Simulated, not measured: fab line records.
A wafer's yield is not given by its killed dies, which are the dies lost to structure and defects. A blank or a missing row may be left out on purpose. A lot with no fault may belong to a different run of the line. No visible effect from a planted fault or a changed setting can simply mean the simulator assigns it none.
Shared-tool check	flow sky130	Sample size 11 lots and 33 wafers

== REASON IT WAS OPENED ==
2 of 11 lots carry a flag on the reading POLY_GATE_TW at SKY_RES_PROTECT_TW_MEAS_08. Fault-free wafers read 4045, with a standard deviation of 30.
Rule: a lot gets a flag if all its wafers with a number sit over 4 standard deviations from that mean, or if no wafer of it has a number. As for the other lots, they are considered sound.

lot	measured	on	POLY_GATE_TW, wafer by wafer	flag
L876	day 15 13:40	film-metro-03	4042 4044 4059	
L877	day 16 09:07	film-metro-03	4052 4051 4056	
L881	day 18 17:00	film-metro-04	4005 4040 4029	
L880	day 18 17:18	film-metro-02	4023 4054 4063	
L887	day 19 16:45	film-metro-02	2830 2808 2771	FLAGGED
L888	day 20 04:03	film-metro-02	4057 4032 4037	
L889	day 20 09:53	film-metro-03	2854 2847 2828	FLAGGED
L890	day 20 23:07	film-metro-04	3996 4028 4022	
L893	day 21 21:52	film-metro-02	4042 4032 4037	
L894	day 22 01:58	film-metro-02	4068 4086 4090	
L896	day 24 00:38	film-metro-02	4074 4044 4064	
On average the flagged lots' numbers are 2823, which is -1222 against the usual, or -41 standard deviations.

== TOOL THAT RAN EACH LOT ==
2 process steps preceding the reading are held in the record, out of 708 steps in the route. Each cell gives the tool, then ch followed by the chambers the sampled wafers passed through, then the start.
lot	flag	SKY_POLY_GATE_IMPLANT_02	SKY_RES_PROTECT_STRIP_07
L876		implanter-04 ch 0, day 15 13:25	plasma-asher-04 ch 0,1, day 15 13:34
L877		implanter-04 ch 0, day 16 08:54	plasma-asher-04 ch 0,1, day 16 09:02
L881		implanter-01 ch 0, day 18 16:45	plasma-asher-03 ch 0,1, day 18 16:54
L880		implanter-02 ch 0, day 18 17:03	plasma-asher-01 ch 0,1, day 18 17:12
L887	FLAGGED	implanter-04 ch 0, day 19 16:31	plasma-asher-04 ch 0,1, day 19 16:38
L888		implanter-02 ch 0, day 20 03:48	plasma-asher-01 ch 0,1, day 20 03:57
L889	FLAGGED	implanter-04 ch 0, day 20 09:38	plasma-asher-03 ch 0,1, day 20 09:47
L890		implanter-01 ch 0, day 20 22:53	plasma-asher-04 ch 0,1, day 20 23:00
L893		implanter-01 ch 0, day 21 21:37	plasma-asher-04 ch 0,1, day 21 21:46
L894		implanter-02 ch 0, day 22 01:44	plasma-asher-04 ch 0, day 22 01:51
L896		implanter-02 ch 0, day 24 00:23	plasma-asher-04 ch 0,1, day 24 00:32
What these steps do:
- SKY_POLY_GATE_IMPLANT_02
- SKY_RES_PROTECT_STRIP_07: strips in O2/N2.
- SKY_RES_PROTECT_TW_MEAS_08

== FLAGGED AGAINST TOTAL, ONE TOOL AT A TIME (gauges that did the reading follow at the end) ==
step	tool	lots run	flagged	share of the flagged lots	sound lots run after its first flagged lot
SKY_POLY_GATE_IMPLANT_02	implanter-01	3	0	none	-
SKY_POLY_GATE_IMPLANT_02	implanter-02	4	0	none	-
SKY_POLY_GATE_IMPLANT_02	implanter-04	4	2	all	0
SKY_RES_PROTECT_STRIP_07	plasma-asher-01	2	0	none	-
SKY_RES_PROTECT_STRIP_07	plasma-asher-03	2	1	some	0
SKY_RES_PROTECT_STRIP_07	plasma-asher-04	7	1	some	4 (L890,L893,L894,L896)
SKY_RES_PROTECT_TW_MEAS_08	film-metro-02	6	1	some	4 (L888,L893,L894,L896)
SKY_RES_PROTECT_TW_MEAS_08	film-metro-03	3	1	some	0
SKY_RES_PROTECT_TW_MEAS_08	film-metro-04	2	0	none	-

== THE TABLE: WHAT IT ALLOWS ==
Rows of the table that ran each flagged lot: 1, that is implanter-04 at SKY_POLY_GATE_IMPLANT_02.
- implanter-04 at SKY_POLY_GATE_IMPLANT_02 ran 4 lots, 2 of them flagged. Last sound lot L877 at day 16 08:54, first flagged lot L887 at day 19 16:31; a fault beginning in between fits. Its own readings (beam-on-s, dose-ions-cm2, faraday-current-uA) fall more than 4 standard deviations out on all wafers of the flagged lots.
Left over: one tool, implanter-04 at SKY_POLY_GATE_IMPLANT_02.

== WHAT THE SIMULATOR HAD INSERTED ==
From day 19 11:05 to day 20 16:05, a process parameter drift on implanter-04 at SKY_POLY_GATE_IMPLANT_02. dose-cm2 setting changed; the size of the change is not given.
Lots struck among those shown: L887, L889. The rule given above showed the same thing.
